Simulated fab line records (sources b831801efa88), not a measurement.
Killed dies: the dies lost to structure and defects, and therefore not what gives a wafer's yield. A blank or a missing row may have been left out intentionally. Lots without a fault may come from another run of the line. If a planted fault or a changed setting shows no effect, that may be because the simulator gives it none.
Which tool was responsible? | flow gf180mcu | at 1 step of a route of 602, 7 lots with 21 wafers sampled

## WHAT THE GAUGES SHOWED, per wafer
GF_V2_OVL_MEAS_15.
lot  | measured     | on         | V2_OVL (nm)
L694 | day 21 11:37 | overlay-02 | -5 -4 -5
L697 | day 22 15:48 | overlay-01 | 10 14 9
L700 | day 23 20:07 | overlay-01 | 3 3 -3
L706 | day 25 17:52 | overlay-02 | 3 14 9
L709 | day 26 14:29 | overlay-02 | -2 -7 -10
L711 | day 27 07:41 | overlay-02 | -2 -7 -1
L714 | day 28 03:26 | overlay-01 | 3 9 5

## WHAT TOOL EACH LOT RAN ON (gives the tool, then ch and the chambers of the sampled wafers, and finally the start)
The record shows no process step preceding these readings.

## THE ANSWER, worked out from the rows above alone
Rule: usual is defined by the lots themselves. Put in order of their means at a reading, lots are off if they are a third of the lots or fewer, leave a main group of 4 or more, and stand apart from it by a gap of 3 or more times the standard deviation of the main group's means; of several such gaps the widest counts. The tables above print the reading to a certain number of digits; a main group whose means all agree to those digits is not used. Also off: a lot with no number at a reading for which 4 or more lots have one. Where the step has rows for the other lots, those lots are counted as sound.
No lot is off at any reading shown: from this, nothing can be told.

## WHAT WAS PUT IN BY THE SIMULATOR
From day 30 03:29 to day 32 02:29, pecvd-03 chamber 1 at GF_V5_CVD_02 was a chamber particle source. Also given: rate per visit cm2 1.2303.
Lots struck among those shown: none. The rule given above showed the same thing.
